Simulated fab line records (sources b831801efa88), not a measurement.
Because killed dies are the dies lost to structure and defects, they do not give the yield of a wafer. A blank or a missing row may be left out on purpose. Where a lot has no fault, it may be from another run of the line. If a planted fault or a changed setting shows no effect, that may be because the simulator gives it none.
What tool caused it?    flow sky130    14 lots with 42 wafers sampled at 2 steps, on a route of 708 steps

WHAT EACH GAUGE READ, for each wafer
SKY_LDD_HVP_TW_MEAS_10. Usual: LDD_HVP_TW gives 455.6 (standard deviation 2.1).
lot   measured      on            LDD_HVP_TW         flag
L424  day 21 22:00  filmMetro-03  456.3 457.7 456.0  
L426  day 22 07:43  filmMetro-03  456.2 457.5 455.5  
L425  day 22 11:25  filmMetro-02  452.2 451.7 454.3  
L427  day 23 05:10  filmMetro-04  459.7 458.4 461.7  
L429  day 23 19:13  filmMetro-02  456.0 452.5 452.9  
L430  day 24 10:16  filmMetro-03  456.8 455.2 457.5  
L432  day 24 17:56  filmMetro-02  452.5 454.4 454.6  
L434  day 25 14:31  filmMetro-03  458.2 457.4 456.1  
L435  day 26 06:57  filmMetro-03  457.8 457.8 457.0  
L436  day 26 09:32  filmMetro-03  455.8 457.2 459.5  
L437  day 26 11:29  filmMetro-02  507.1 507.1 510.7  OFF
L438  day 27 05:31  filmMetro-04  456.6 458.2 457.6  
L440  day 27 11:28  filmMetro-03  511.6 509.2 512.9  OFF
L447  day 29 13:53  filmMetro-02  454.8 453.2 454.7  

EACH LOT AND THE TOOL THAT RAN IT (in order: tool; ch and the chambers of the sampled wafers; start)
lot   SKY_LDD_HVP_IMPLANT_08
L424  implanter-04 ch 0, day 21 21:46
L426  implanter-04 ch 0, day 22 07:30
L425  implanter-04 ch 0, day 22 11:10
L427  implanter-02 ch 0, day 23 04:55
L429  implanter-02 ch 0, day 23 18:58
L430  implanter-04 ch 0, day 24 10:02
L432  implanter-04 ch 0, day 24 17:41
L434  implanter-03 ch 0, day 25 14:16
L435  implanter-03 ch 0, day 26 06:43
L436  implanter-04 ch 0, day 26 09:17
L437  implanter-03 ch 0, day 26 11:14
L438  implanter-04 ch 0, day 27 05:17
L440  implanter-03 ch 0, day 27 11:14
L447  implanter-03 ch 0, day 29 13:38
- SKY_LDD_HVP_IMPLANT_08

WHAT THE TOOLS THEMSELVES READ (means of the sampled wafers that have a number; where no wafer has one, the mark that the record gives instead)
SKY_LDD_HVP_IMPLANT_08. Usual: doseIonsCm2 1.7e+13, standard deviation 1.8e+10; faradayCurrentUA 96.0, standard deviation 1.9.
lot   tool          doseIonsCm2  faradayCurrentUA  flag
L424  implanter-04  1.7e+13      95.8              
L426  implanter-04  1.7e+13      96.5              
L425  implanter-04  1.7e+13      96.9              
L427  implanter-02  1.7e+13      95.9              
L429  implanter-02  1.7e+13      95.0              
L430  implanter-04  1.7e+13      94.5              
L432  implanter-04  1.7e+13      96.0              
L434  implanter-03  1.7e+13      93.4              
L435  implanter-03  1.7e+13      96.1              
L436  implanter-04  1.7e+13      96.1              
L437  implanter-03  2.5e+13      140.4             OFF
L438  implanter-04  1.7e+13      95.9              
L440  implanter-03  2.5e+13      139.7             OFF
L447  implanter-03  1.7e+13      94.7              

THE ANSWER, worked out from the rows above alone
Rule: lot off if the mean of its wafers having a number is beyond 3 standard deviations from the usual mean. A lot without any number at a reading at which 4 lots or more have one is off too. All remaining lots with rows at the step are treated as sound. After the gauges, taken in route order, come the tools' own readings; for these a lot's mean is taken, as printed above. At the first step where some lot is off, the reading lying furthest off is the one used; lots without a number count as furthest.
Off: at SKY_LDD_HVP_TW_MEAS_10 (LDD_HVP_TW), L437, L440.
If a tool, at a process step before that reading, ran all the lots that are off and no sound lot after the first of them, it fits. The gauges at SKY_LDD_HVP_TW_MEAS_10 aren't tried: what is off there is off at SKY_LDD_HVP_IMPLANT_08 too, on other tools, and a gauge's error can't cause that. No candidate that was tried fits.

WHAT THE SIMULATOR HAD PUT IN
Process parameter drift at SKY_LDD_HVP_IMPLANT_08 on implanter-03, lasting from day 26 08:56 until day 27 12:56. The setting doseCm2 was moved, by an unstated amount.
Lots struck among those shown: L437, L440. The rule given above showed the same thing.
